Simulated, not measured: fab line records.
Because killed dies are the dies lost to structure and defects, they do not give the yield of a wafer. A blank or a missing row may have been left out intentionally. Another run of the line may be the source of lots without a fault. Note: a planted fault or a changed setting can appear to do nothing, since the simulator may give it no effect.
Which tool is to blame? / flow gf180mcu / 33 wafers from 11 lots sampled at 2 of the route's 602 steps

## WHAT EACH GAUGE READ, for each wafer
GF_MIM_THK_MEAS_11: measures by xrf.
lot=L132; measured=day 24 11:56; on=film_metro-02; MIM_ALCU_THK (nm)=205.1 204.1 204.1
lot=L134; measured=day 25 09:56; on=film_metro-02; MIM_ALCU_THK (nm)=198.5 200.3 200.1
lot=L138; measured=day 26 16:43; on=film_metro-02; MIM_ALCU_THK (nm)=194.9 198.8 194.8
lot=L139; measured=day 26 22:43; on=film_metro-04; MIM_ALCU_THK (nm)=198.2 194.4 194.9
lot=L145; measured=day 28 20:01; on=film_metro-02; MIM_ALCU_THK (nm)=203.6 199.5 202.3
lot=L146; measured=day 29 03:02; on=film_metro-04; MIM_ALCU_THK (nm)=199.0 197.9 197.7
lot=L148; measured=day 29 15:05; on=film_metro-01; MIM_ALCU_THK (nm)=195.6 194.6 200.0
lot=L151; measured=day 30 15:34; on=film_metro-02; MIM_ALCU_THK (nm)=198.9 199.9 196.5
lot=L153; measured=day 30 22:58; on=film_metro-04; MIM_ALCU_THK (nm)=198.6 203.9 204.6
lot=L154; measured=day 31 08:35; on=film_metro-04; MIM_ALCU_THK (nm)=198.4 198.1 197.1
lot=L155; measured=day 32 00:23; on=film_metro-04; MIM_ALCU_THK (nm)=203.9 202.1 200.6

## WHAT TOOL EACH LOT RAN ON (gives the tool, then ch and the chambers of the sampled wafers, and finally the start)
lot=L132; GF_MIM_SPUTTER_09=pvd_sputter-04, day 24 11:47
lot=L134; GF_MIM_SPUTTER_09=pvd_sputter-03, day 25 09:46
lot=L138; GF_MIM_SPUTTER_09=pvd_sputter-02, day 26 16:34
lot=L139; GF_MIM_SPUTTER_09=pvd_sputter-02, day 26 22:34
lot=L145; GF_MIM_SPUTTER_09=pvd_sputter-04, day 28 19:51
lot=L146; GF_MIM_SPUTTER_09=pvd_sputter-02, day 29 02:53
lot=L148; GF_MIM_SPUTTER_09=pvd_sputter-02, day 29 14:54
lot=L151; GF_MIM_SPUTTER_09=pvd_sputter-03, day 30 15:24
lot=L153; GF_MIM_SPUTTER_09=pvd_sputter-04, day 30 22:48
lot=L154; GF_MIM_SPUTTER_09=pvd_sputter-03, day 31 08:23
lot=L155; GF_MIM_SPUTTER_09=pvd_sputter-04, day 32 00:13
- GF_MIM_SPUTTER_09: material TiN, target thk 35 nm, time 30.02 s.

## AS READ BY THE TOOLS THEMSELVES (means over the sampled wafers that have a number; for cases with no such wafer, the mark the record gives instead)
GF_MIM_SPUTTER_09.
lot=L132; tool=pvd_sputter-04; throttle_valve_pct (%)=30.6
lot=L134; tool=pvd_sputter-03; throttle_valve_pct (%)=28.9
lot=L138; tool=pvd_sputter-02; throttle_valve_pct (%)=29.5
lot=L139; tool=pvd_sputter-02; throttle_valve_pct (%)=29.9
lot=L145; tool=pvd_sputter-04; throttle_valve_pct (%)=30.1
lot=L146; tool=pvd_sputter-02; throttle_valve_pct (%)=29.7
lot=L148; tool=pvd_sputter-02; throttle_valve_pct (%)=29.5
lot=L151; tool=pvd_sputter-03; throttle_valve_pct (%)=29.6
lot=L153; tool=pvd_sputter-04; throttle_valve_pct (%)=30.1
lot=L154; tool=pvd_sputter-03; throttle_valve_pct (%)=30.0
lot=L155; tool=pvd_sputter-04; throttle_valve_pct (%)=30.5

## THE ANSWER, worked out from the rows above alone
Rule: what is usual is taken from the lots themselves. Put in order of their means at a reading, lots are off if they are a third of the lots or fewer, leave a main group of 4 or more, and stand apart from it by a gap of 3 or more times the standard deviation of the main group's means; of several such gaps the widest counts. A main group is skipped when, at the precision printed for the reading in the tables above, its means are all equal. A lot without any number at a reading at which 4 lots or more have one is off too. The other lots that the step has rows for count as sound. First the gauges in route order, then the tools' own readings, where a lot's mean is used as printed above. At the first step where some lot is off, the reading lying furthest off is the one used; lots without a number count as furthest.
No lot is off at any reading shown: from this, nothing can be told.

## WHAT WAS PUT IN BY THE SIMULATOR
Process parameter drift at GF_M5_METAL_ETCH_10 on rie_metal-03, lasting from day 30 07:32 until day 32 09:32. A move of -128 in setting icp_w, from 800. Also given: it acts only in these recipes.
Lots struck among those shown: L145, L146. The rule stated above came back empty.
